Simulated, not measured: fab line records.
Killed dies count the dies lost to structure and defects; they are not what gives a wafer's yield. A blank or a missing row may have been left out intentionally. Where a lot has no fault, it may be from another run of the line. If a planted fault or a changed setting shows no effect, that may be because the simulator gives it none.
Check for tools in common -- flow gf180mcu -- Sampled: 12 lots, 36 wafers

## REASON FOR OPENING
2 of 12 lots carry a flag on the reading POLY_GATE_CVD_00_THK at GF_POLY_GATE_THK_MEAS_01. No-fault wafers: 200.1 nm, standard deviation 2.2.
Rule: a lot gets a flag if all its wafers with a number sit over 4 standard deviations from that mean, or if no wafer of it has a number. As for the other lots, they are considered sound.

lot,measured,on,"POLY_GATE_CVD_00_THK (nm), wafer by wafer",flag
L514,day 8 09:08,film metro-03,198.6 199.7 200.7,
L515,day 8 15:31,film metro-03,196.1 196.3 197.5,
L517,day 9 07:19,film metro-04,203.1 202.0 200.8,
L518,day 9 12:37,film metro-03,195.6 194.3 196.2,
L523,day 11 01:29,film metro-03,196.6 196.3 198.3,
L524,day 11 11:58,film metro-02,199.7 198.7 198.9,
L525,day 11 16:45,film metro-03,202.4 201.0 201.3,
L526,day 11 21:52,film metro-02,200.2 201.3 202.4,
L527,day 12 06:37,film metro-02,199.4 200.0 199.8,
L528,day 12 12:01,film metro-04,202.6 202.2 200.4,
L535,day 14 18:11,film metro-03,163.9 164.5 163.5,FLAGGED
L536,day 15 02:21,film metro-02,159.6 159.6 160.9,FLAGGED
The mean of the flagged lots' numbers is 162.0 nm, -38.1 nm from the usual (-17 standard deviations).

## TOOL THAT RAN EACH LOT
Before the reading, the record contains 2 process steps out of a 602-step route. Each cell gives the tool, then ch followed by the chambers the sampled wafers passed through, then the start.
lot,flag,GF_VT_IMPLANT_RTA_45,GF_POLY_GATE_CVD_00
L514,,"rtp anneal-02 ch 0, day 7 10:14","lpcvd-01 ch 1, day 8 07:08"
L515,,"rtp anneal-01 ch 0, day 7 16:58","lpcvd-01 ch 1, day 8 13:29"
L517,,"rtp anneal-02 ch 0, day 8 06:59","lpcvd-02 ch 1, day 9 05:56"
L518,,"rtp anneal-01 ch 0, day 8 13:52","lpcvd-02 ch 1, day 9 11:17"
L523,,"rtp anneal-01 ch 0, day 10 01:55","lpcvd-01 ch 0, day 11 00:09"
L524,,"rtp anneal-02 ch 0, day 10 12:13","lpcvd-02 ch 1, day 11 10:38"
L525,,"rtp anneal-01 ch 0, day 10 16:44","lpcvd-01 ch 0, day 11 15:25"
L526,,"rtp anneal-01 ch 0, day 10 22:46","lpcvd-01 ch 0, day 11 20:32"
L527,,"rtp anneal-02 ch 0, day 11 05:19","lpcvd-02 ch 1, day 12 05:17"
L528,,"rtp anneal-01 ch 0, day 11 09:43","lpcvd-02 ch 0, day 12 10:01"
L535,FLAGGED,"rtp anneal-01 ch 0, day 13 12:34","lpcvd-02 ch 0, day 14 16:52"
L536,FLAGGED,"rtp anneal-01 ch 0, day 13 17:14","lpcvd-02 ch 1, day 15 01:01"
What is done by these steps:
- GF_VT_IMPLANT_RTA_45: time 30 s.
- GF_POLY_GATE_CVD_00: deposits poly-Si, target thk 200 nm, time 1200 s.
- GF_POLY_GATE_THK_MEAS_01

## FLAGGED AGAINST TOTAL, ONE TOOL AT A TIME (gauges that did the reading follow at the end)
step,tool,lots run,flagged,share of the flagged lots,sound lots run after its first flagged lot
GF_VT_IMPLANT_RTA_45,rtp anneal-01,8,2,all,0
GF_VT_IMPLANT_RTA_45,rtp anneal-02,4,0,none,-
GF_POLY_GATE_CVD_00,lpcvd-01,5,0,none,-
GF_POLY_GATE_CVD_00,lpcvd-02,7,2,all,0
GF_POLY_GATE_THK_MEAS_01,film metro-02,4,1,some,0
GF_POLY_GATE_THK_MEAS_01,film metro-03,6,1,some,0
GF_POLY_GATE_THK_MEAS_01,film metro-04,2,0,none,-

## WHAT THE TABLE PERMITS
Table rows that saw every flagged lot: 2, namely rtp anneal-01 at GF_VT_IMPLANT_RTA_45 and lpcvd-02 at GF_POLY_GATE_CVD_00.
- rtp anneal-01 at GF_VT_IMPLANT_RTA_45 ran 8 lots, 2 of them flagged. It ran its last sound lot, L528, at day 11 09:43 and its first flagged lot, L535, at day 13 12:34: a fault with its onset between the two fits.
- lpcvd-02 at GF_POLY_GATE_CVD_00 ran 7 lots, 2 of them flagged. It ran its last sound lot, L528, at day 12 10:01 and its first flagged lot, L535, at day 14 16:52: a fault with its onset between the two fits. Its own readings (spike tc centre C, spike tc lower C, spike tc upper C, susceptor temp C) fall more than 4 standard deviations out on all wafers of the flagged lots.
These 2 tools cannot be told apart by counting lots, since each of them fits a fault that started at some hour. More lots, or a look at what each step does to the wafer, might.

## WHAT WAS PUT IN BY THE SIMULATOR
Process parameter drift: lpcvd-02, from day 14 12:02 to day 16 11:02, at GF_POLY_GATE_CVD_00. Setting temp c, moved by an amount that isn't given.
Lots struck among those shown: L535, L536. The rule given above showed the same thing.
